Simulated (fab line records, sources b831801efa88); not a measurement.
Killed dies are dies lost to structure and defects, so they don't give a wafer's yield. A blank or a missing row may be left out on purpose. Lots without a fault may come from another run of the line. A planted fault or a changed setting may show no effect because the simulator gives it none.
Split-lot experiment | flow sfq_line | 5 lots, 23 wafers read, on a route of 325 steps

THE SPLIT
At SFQ_TRILAYER_L0_VIA_LITHO_COAT_013 (resist thk 650 nm), the setting resist_thk_nm was moved away from the recipe's 650 nm on 6 of the 23 wafers read, by -5.5% to +5.0%. The other wafers ran this setting at the recipe's value.

FROM THE SPLIT TO THE READING: what the file shows between them, 1 step
- SFQ_TRILAYER_L0_VIA_BARC_OPEN_VIA_ETCH_021: etches BARC in O2, target depth 125 nm, time 41.7 s (also split here: time_s)

THE READING
KrF_of_TRILAYER_L0_VIA_LITHO_COAT_013.thk_nm (the simulator's own value, which no gauge read), in nm, at SFQ_TRILAYER_L0_VIA_ETCH_VIA_ETCH_016 (etches SiO2 in CHF3, stops on MoNx KI, target depth 80 nm). The file gives no usual value for it. The 17 wafers here that ran the recipe average 556.5 nm, standard deviation 3.6 nm.

wafer  | tool, chamber at the split | resist_thk_nm as run, nm | against the recipe | KrF_of_TRILAYER_L0_VIA_LITHO_COAT_013.thk_nm, nm | against lot-mates on the recipe
L080.2 | litho_track-03, 0          | 650                      | recipe             | 564.4                                            | -
L080.3 | litho_track-03, 0          | 682.3                    | +5.0%              | 594.7                                            | +34.4
L080.4 | litho_track-03, 0          | 682.3                    | +5.0%              | 589.7                                            | +29.4
L080.5 | litho_track-03, 0          | 650                      | recipe             | 555.7                                            | -
L080.6 | litho_track-03, 0          | 650                      | recipe             | 560.7                                            | -
L081.1 | litho_track-04, 0          | 650                      | recipe             | 557.5                                            | -
L081.2 | litho_track-04, 0          | 650                      | recipe             | 556.7                                            | -
L081.3 | litho_track-04, 0          | 650                      | recipe             | 555.5                                            | -
L082.1 | litho_track-04, 0          | 650                      | recipe             | 552.5                                            | -
L082.2 | litho_track-04, 0          | 614.1                    | -5.5%              | 525.5                                            | -29.9
L082.3 | litho_track-04, 0          | 614.1                    | -5.5%              | 522.4                                            | -33.0
L082.4 | litho_track-04, 0          | 650                      | recipe             | 560.6                                            | -
L082.5 | litho_track-04, 0          | 650                      | recipe             | 553                                              | -
L084.1 | litho_track-02, 0          | 615.6                    | -5.3%              | 526.5                                            | -33.2
L084.6 | litho_track-02, 0          | 615.6                    | -5.3%              | 526.5                                            | -33.2
L084.2 | litho_track-02, 0          | 650                      | recipe             | 560.2                                            | -
L084.4 | litho_track-02, 0          | 650                      | recipe             | 559.8                                            | -
L084.5 | litho_track-02, 0          | 650                      | recipe             | 559                                              | -
L085.1 | litho_track-03, 0          | 650                      | recipe             | 552.3                                            | -
L085.2 | litho_track-03, 0          | 650                      | recipe             | 551.9                                            | -
L085.3 | litho_track-03, 0          | 650                      | recipe             | 555.1                                            | -
L085.5 | litho_track-03, 0          | 650                      | recipe             | 552                                              | -
L085.6 | litho_track-03, 0          | 650                      | recipe             | 554.4                                            | -

THE FIT
A straight line over all 23 wafers: KrF_of_TRILAYER_L0_VIA_LITHO_COAT_013.thk_nm changes by +6.26 nm for each +1% of resist_thk_nm; r = +0.98; the points scatter about the line by 3.7 nm.
The same after taking each lot's own level away (the mean of its wafers on the recipe; 23 wafers): +6.12 nm for each +1%; r = +0.99; scatter 2.4 nm.
On that fit, the largest move of resist_thk_nm shifts the reading by 34 nm.
The lots' own levels span 553.14 to 560.27 nm, that is 2.0 times the standard deviation above.
So the lot-to-lot level changes the slope little: the two slopes agree.
Check: with one of the wafers moved furthest among these (-5.5%) left out of the fit, the line predicts -34.5 nm for it against its lot-mates. It came out at -29.9 nm against them.

OTHER SPLITS ON THESE WAFERS
These wafers also went through other splits before the reading. Each is held against what the fit with the lots' levels taken away leaves over:
other split on the same wafers                    | wafers away from the commonest value | r with KrF_of_TRILAYER_L0_VIA_LITHO_COAT_013.thk_nm (lot level and that fit taken away)
SFQ_TRILAYER_L0_LITHO_COAT_010 resist_thk_nm      | 7                                    | -0.34
SFQ_TRILAYER_L0_LITHO_EXPOSE_006 dose_mj          | 8                                    | -0.17
SFQ_TRILAYER_L0_VIA_BARC_OPEN_VIA_ETCH_021 time_s | 7                                    | -0.54

THE WHOLE CHAIN: every reading that the file lists as answering this split, in the file's order
step                                       | what it does                                              | reading                                                                                       | change (the file's fit)              | r (the file's)
SFQ_TRILAYER_L0_VIA_LITHO_COAT_013         | resist thk 650 nm                                         | KrF_of_TRILAYER_L0_VIA_LITHO_COAT_013.thk_nm (the simulator's own value, which no gauge read) | +6.55 nm for each +1% of the setting | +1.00
SFQ_TRILAYER_L0_VIA_BARC_OPEN_VIA_ETCH_021 | etches BARC in O2, target depth 125 nm, time 41.7 s       | KrF_of_TRILAYER_L0_VIA_LITHO_COAT_013.thk_nm (the simulator's own value, which no gauge read) | +6.15 nm for each +1% of the setting | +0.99
SFQ_TRILAYER_L0_VIA_ETCH_VIA_ETCH_016      | etches SiO2 in CHF3, stops on MoNx KI, target depth 80 nm | KrF_of_TRILAYER_L0_VIA_LITHO_COAT_013.thk_nm (the simulator's own value, which no gauge read) | +6.1 nm for each +1% of the setting  | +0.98

THE FILE'S OWN FIT
KrF_of_TRILAYER_L0_VIA_LITHO_COAT_013.thk_nm changes by +6.1 nm for each +1% of resist_thk_nm, r = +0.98.
